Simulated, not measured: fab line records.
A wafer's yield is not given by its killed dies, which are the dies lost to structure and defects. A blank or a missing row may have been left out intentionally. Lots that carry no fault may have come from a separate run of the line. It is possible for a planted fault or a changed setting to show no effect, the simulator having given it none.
fab line records	flow sky130
record: lots: 11	wafers: 33	lastDay: 49
route steps=708 shown FIELD_ISO@5 VT_ADJUST_HVTP@96 VT_ADJUST_LVTN@105 RES_XHIGH@340
lots that met no fault: taken from a fault-free run of the same line
startH: hours from the record's first day to the start of the lot's first wafer shown	waitH: how many hours have passed since the lot's step before this one	" as in the row above	L1.1+2: several wafers, shown together as one row	- value missing, or start not given	* or withheld: withheld	< > ~ a bound
route shown NAME@n: NAME is a module with steps in the file, n the number in the route of the first one	usual: mean and standard deviation over wafers with no fault	same: alike in all rows	chamber/n: place in a boat	sites: per-site readings	_std_site: the values' standard deviation	_edge_site: the outer-site mean with the inner-site mean subtracted	radiusMm: how far each site lies from the wafer's centre	mask NAME#n: copy n	behind: tool/chamber where the wafer was last shaped	hold: why the lot was held/for how many hours/how that ended	device: transistor that didn't switch, given as n, p or np	end of line: tests run on the same wafers once the route is complete	step lacking rows: just its recipe	killed: at the first sort, the dies lost to defects and structure; wafer yield is something else	map: a wafer's dies, marking killed ones x, the rest . and places with no die _
set.NAME: the setting that was run; set.NAME@STEP: the one run at that earlier step	model.NAME: the simulator's own value behind a step, which no gauge read
steps of the route over a sample of lots; a table a step, a row a wafer
services: a tool's chamber out of use, with start hour (startH, from the record's first day; less than 0 if before it), hours out, and reason
== steps ==
step: SKY_FIELD_ISO_THK_MEAS_04
recipe: reads: Si3N4_of_FIELD_ISO_CVD_03
usual: FIELD_ISO_CVD_03_THK: 166.0/1.2
lot.wafer	tool	chamber	startH	waitH	FIELD_ISO_CVD_03_THK[nm]
L396.2	filmMetro-03	-	14.13	0.0	167.2
L396.3	"	-	"	"	167.4
L396.4	"	-	"	"	166.8
L397.3	filmMetro-03	-	18.82	0.0	165.5
L397.4	"	-	"	"	166.4
L397.5	"	-	"	"	166.9
L398.1	filmMetro-04	-	24.73	0.0	165.5
L398.2	"	-	"	"	167.3
L398.6	"	-	"	"	165.1
L399.1	filmMetro-03	-	29.35	0.0	166.5
L399.5	"	-	"	"	166.9
L399.6	"	-	"	"	166.8
L400.1	filmMetro-04	-	33.66	0.0	167.0
L400.2	"	-	"	"	166.8
L400.3	"	-	"	"	166.9
L402.1	filmMetro-01	-	57.78	0.0	166.7
L402.3	"	-	"	"	165.3
L402.4	"	-	"	"	166.4
L403.1	filmMetro-04	-	57.78	0.0	167.0
L403.3	"	-	"	"	165.0
L403.4	"	-	"	"	166.1
L401.2	filmMetro-03	-	57.79	0.0	166.8
L401.5	"	-	"	"	165.2
L401.6	"	-	"	"	166.7
L405.1	filmMetro-04	-	62.13	0.0	166.5
L405.3	"	-	"	"	167.3
L405.6	"	-	"	"	167.0
L412.1	filmMetro-04	-	96.42	0.0	165.9
L412.5	"	-	"	"	165.8
L412.6	"	-	"	"	165.7
L413.1	filmMetro-04	-	98.65	0.0	166.0
L413.3	"	-	"	"	166.4
L413.5	"	-	"	"	165.9
step: SKY_VT_ADJUST_HVTP_TW_MEAS_11
usual: VT_ADJUST_HVTP_TW: 1358/8.1
lot.wafer	tool	chamber	startH	waitH	VT_ADJUST_HVTP_TW
L396.2	filmMetro-04	-	123.14	0.1	1367
L396.3	"	-	"	"	1365
L396.4	"	-	"	"	1357
L397.3	filmMetro-03	-	126.84	0.1	1340
L397.4	"	-	"	"	1335
L397.5	"	-	"	"	1345
L398.1	filmMetro-04	-	133.56	0.1	1371
L398.2	"	-	"	"	1366
L398.6	"	-	"	"	1361
L399.1	filmMetro-04	-	137.06	0.1	1371
L399.5	"	-	"	"	1367
L399.6	"	-	"	"	1366
L400.1	filmMetro-04	-	142.01	0.1	1360
L400.2	"	-	"	"	1368
L400.3	"	-	"	"	1358
L401.2	filmMetro-04	-	172.52	0.1	1368
L401.5	"	-	"	"	1358
L401.6	"	-	"	"	1357
L403.1	filmMetro-04	-	175.69	0.1	1358
L403.3	"	-	"	"	1365
L403.4	"	-	"	"	1365
L402.1	filmMetro-03	-	175.98	0.1	1363
L402.3	"	-	"	"	1358
L402.4	"	-	"	"	1357
L405.1	filmMetro-02	-	183.82	0.1	1347
L405.3	"	-	"	"	1353
L405.6	"	-	"	"	1355
L412.1	filmMetro-02	-	244.87	0.1	1352
L412.5	"	-	"	"	1359
L412.6	"	-	"	"	1364
L413.1	filmMetro-02	-	245.17	0.1	1362
L413.3	"	-	"	"	1357
L413.5	"	-	"	"	1362
step: SKY_VT_ADJUST_LVTN_IMPLANT_08
recipe: species: B	energyKev: 30	doseCm2: 1.57e+12	tiltDeg: withheld
usual: doseIonsCm2: 1.5703e+12/1.9e+09	faradayCurrentUA: 8.83/0.2
lot.wafer	tool	chamber	startH	waitH	doseIonsCm2	faradayCurrentUA
L396.2	implanter-03	0	141.18	0.0	1.5684e+12	8.55
L396.3	"	0	"	"	1.5679e+12	8.68
L396.4	"	0	"	"	1.5705e+12	8.80
L397.3	implanter-03	0	143.85	0.1	1.5719e+12	8.78
L397.4	"	0	"	"	1.57e+12	8.97
L397.5	"	0	"	"	1.5733e+12	8.64
L398.1	implanter-01	0	151.70	0.0	1.5698e+12	9.12
L398.2	"	0	"	"	1.5707e+12	8.98
L398.6	"	0	"	"	1.5726e+12	9.15
L399.1	implanter-01	0	154.60	0.0	1.5709e+12	8.79
L399.5	"	0	"	"	1.571e+12	9.04
L399.6	"	0	"	"	1.5728e+12	8.75
L400.1	implanter-03	0	160.65	0.0	1.5685e+12	8.41
L400.2	"	0	"	"	1.5692e+12	9.04
L400.3	"	0	"	"	1.5704e+12	8.74
L401.2	implanter-03	0	193.27	0.0	1.5691e+12	8.98
L401.5	"	0	"	"	1.5717e+12	8.92
L401.6	"	0	"	"	1.5692e+12	8.88
L403.1	implanter-03	0	196.60	0.0	1.5709e+12	8.82
L403.3	"	0	"	"	1.5706e+12	8.93
L403.4	"	0	"	"	1.5706e+12	9.00
L402.1	implanter-01	0	196.95	0.0	1.5689e+12	9.02
L402.3	"	0	"	"	1.5692e+12	8.96
L402.4	"	0	"	"	1.5683e+12	9.01
L405.1	implanter-01	0	205.81	0.0	1.57e+12	8.50
L405.3	"	0	"	"	1.5712e+12	8.89
L405.6	"	0	"	"	1.5726e+12	8.76
L412.1	implanter-01	0	268.39	0.4	1.7107e+12	10.14
L412.5	"	0	"	"	1.7099e+12	9.75
L412.6	"	0	"	"	1.7108e+12	9.52
L413.1	implanter-01	0	268.54	0.2	1.7077e+12	9.67
L413.3	"	0	"	"	1.7078e+12	9.63
L413.5	"	0	"	"	1.7073e+12	9.38
step: SKY_VT_ADJUST_LVTN_TW_MEAS_10
usual: VT_ADJUST_LVTN_TW: 242.0/1.3
lot.wafer	tool	chamber	startH	waitH	VT_ADJUST_LVTN_TW
L396.2	filmMetro-04	-	141.42	0.1	244.3
L396.3	"	-	"	"	244.3
L396.4	"	-	"	"	245.0
L397.3	filmMetro-01	-	144.07	0.1	241.8
L397.4	"	-	"	"	243.8
L397.5	"	-	"	"	243.6
L398.1	filmMetro-01	-	151.95	0.1	241.7
L398.2	"	-	"	"	242.0
L398.6	"	-	"	"	241.4
L399.1	filmMetro-02	-	154.85	0.1	242.5
L399.5	"	-	"	"	240.2
L399.6	"	-	"	"	241.2
L400.1	filmMetro-04	-	160.90	0.1	241.5
L400.2	"	-	"	"	243.2
L400.3	"	-	"	"	243.0
L401.2	filmMetro-02	-	193.51	0.1	240.8
L401.5	"	-	"	"	241.5
L401.6	"	-	"	"	240.1
L403.1	filmMetro-02	-	196.85	0.1	242.8
L403.3	"	-	"	"	240.6
L403.4	"	-	"	"	243.3
L402.1	filmMetro-01	-	197.20	0.1	241.6
L402.3	"	-	"	"	240.6
L402.4	"	-	"	"	240.6
L405.1	filmMetro-04	-	206.06	0.1	243.2
L405.3	"	-	"	"	243.3
L405.6	"	-	"	"	242.9
L412.1	filmMetro-04	-	268.64	0.1	248.7
L412.5	"	-	"	"	247.7
L412.6	"	-	"	"	248.4
L413.1	filmMetro-01	-	268.79	0.1	245.9
L413.3	"	-	"	"	245.1
L413.5	"	-	"	"	245.0
step: SKY_RES_XHIGH_STRIP_08
recipe: chemistry: O2/N2	powerW: 1400	pressureMtorr: 1500	platenTempC: withheld	o2FlowSccm: 3000	n2FlowSccm: 300	overashFraction: 0.5
usual: drypumpMotorCurrentA: 5.7/0.33	oesProductAu: 0.711/0.0041	stripTimeToEndpointS: 14.28/0.038
same: overashFraction: 0.5
lot.wafer	tool	chamber	startH	waitH	drypumpMotorCurrentA	oesProductAu	rfHoursCounterH	stripTimeToEndpointS
L396.2	plasmaAsher-02	1	610.82	0.1	5.0	0.713	18	14.35
L396.3	"	1	"	"	5.0	0.716	-	14.34
L396.4	"	0	"	"	6.0	0.699	-	14.35
L397.3	plasmaAsher-01	0	619.79	0.1	5.5	0.716	-	14.26
L397.4	"	1	"	"	5.9	0.715	-	14.30
L397.5	"	1	"	"	5.9	0.711	-	14.27
L398.1	plasmaAsher-01	0	629.01	0.1	5.5	0.712	83	14.31
L398.2	"	1	"	"	5.9	0.709	83	14.26
L398.6	"	1	"	"	5.9	0.706	-	14.31
L399.1	plasmaAsher-01	0	633.66	0.1	5.5	0.707	83	14.31
L399.5	"	0	"	"	5.5	0.709	-	14.28
L399.6	"	1	"	"	5.9	0.714	-	14.32
L400.1	plasmaAsher-04	0	640.12	0.1	5.8	0.711	91	14.29
L400.2	"	1	"	"	5.8	0.703	91	14.29
L400.3	"	0	"	"	5.8	0.711	-	14.26
L401.2	plasmaAsher-01	0	687.61	0.1	5.5	0.713	87	14.31
L401.5	"	0	"	"	5.5	0.713	-	14.28
L401.6	"	1	"	"	5.9	0.715	-	14.31
L402.1	plasmaAsher-04	1	689.77	0.1	5.8	0.705	95	14.32
L402.3	"	1	"	"	5.8	0.713	-	14.30
L402.4	"	0	"	"	5.8	0.713	-	14.33
L403.1	plasmaAsher-04	0	690.72	0.1	5.8	0.708	96	14.31
L403.3	"	1	"	"	5.8	0.713	-	14.30
L403.4	"	0	"	"	5.8	0.715	-	14.30
L405.1	plasmaAsher-04	0	701.46	0.1	5.9	0.713	97	14.31
L405.3	"	0	"	"	5.9	0.709	-	14.33
L405.6	"	1	"	"	5.8	0.711	-	14.33
L413.1	plasmaAsher-04	0	777.66	0.1	5.8	0.711	3	14.26
L413.3	"	0	"	"	5.8	0.705	-	14.25
L413.5	"	0	"	"	5.8	0.712	-	14.23
L412.1	plasmaAsher-04	0	778.67	0.1	5.9	0.711	3	14.24
L412.5	"	0	"	"	5.8	0.713	-	14.23
L412.6	"	1	"	"	5.8	0.711	-	14.24
== services ==
tool	chamber	startH	hours	kind
implanter-03	-	131.66	1.4	repair
plasmaAsher-01	-	145.14	5.5	repair
implanter-01	-	150.72	0.9	repair
implanter-01	-	186.00	3.0	pm
implanter-01	-	188.97	5.0	pm
plasmaAsher-04	-	250.16	3.6	repair
implanter-03	-	306.61	3.5	pm
implanter-03	-	346.06	2.9	repair
plasmaAsher-04	-	373.71	1.7	repair
implanter-01	-	401.57	2.5	repair
implanter-03	-	407.28	0.8	repair
implanter-01	-	426.11	3.5	repair
implanter-03	-	433.33	6.9	repair
implanter-03	-	469.23	0.6	repair
implanter-03	-	525.74	0.8	repair
implanter-03	-	587.21	2.6	repair
implanter-03	-	640.39	2.4	repair
implanter-03	-	649.84	1.5	repair
implanter-03	-	668.44	4.0	repair
implanter-01	-	677.95	6.5	pm
plasmaAsher-04	-	733.75	9.0	pm
implanter-01	-	738.40	3.0	repair
plasmaAsher-04	-	753.24	5.1	repair
plasmaAsher-04	-	762.97	3.7	repair
== key ==
firstSign: step: SKY_VT_ADJUST_LVTN_IMPLANT_08	reading: doseIonsCm2	direction: up	sigmas: 73	usual: *	struck: *
effect: step: SKY_VT_ADJUST_LVTN_IMPLANT_08	reading: faradayCurrentUA	direction: up	sigmas: 4.2	usual: 8.83	struck: 9.68
effect: step: SKY_VT_ADJUST_LVTN_TW_MEAS_10	reading: VT_ADJUST_LVTN_TW	direction: up	sigmas: 3.7	usual: 242.0	struck: 246.8
metAt SKY_VT_ADJUST_LVTN_IMPLANT_08
struckLots L412,L413
testerLeftOut L412,L413
notActingAt SKY_FIELD_ISO_THK_MEAS_04,SKY_VT_ADJUST_HVTP_TW_MEAS_11,SKY_RES_XHIGH_STRIP_08
onsetBetween 205.81 268.39
fault: kind: processParameterDrift	tool: implanter-01	chamber: -	onsetH: 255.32	steps: SKY_VT_ADJUST_LVTN_IMPLANT_08	channel: doseCm2	offset: *	shape: step	endH: 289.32	actsIn: *	stated: *
testerLeftOut: of these lots the tester's yield and bins aren't shown, on N5 and GAA mostly nor the transistor test; their killed dies are dies lost to structure and defects alone, not to doping, threshold or leakage, so they don't give the yield
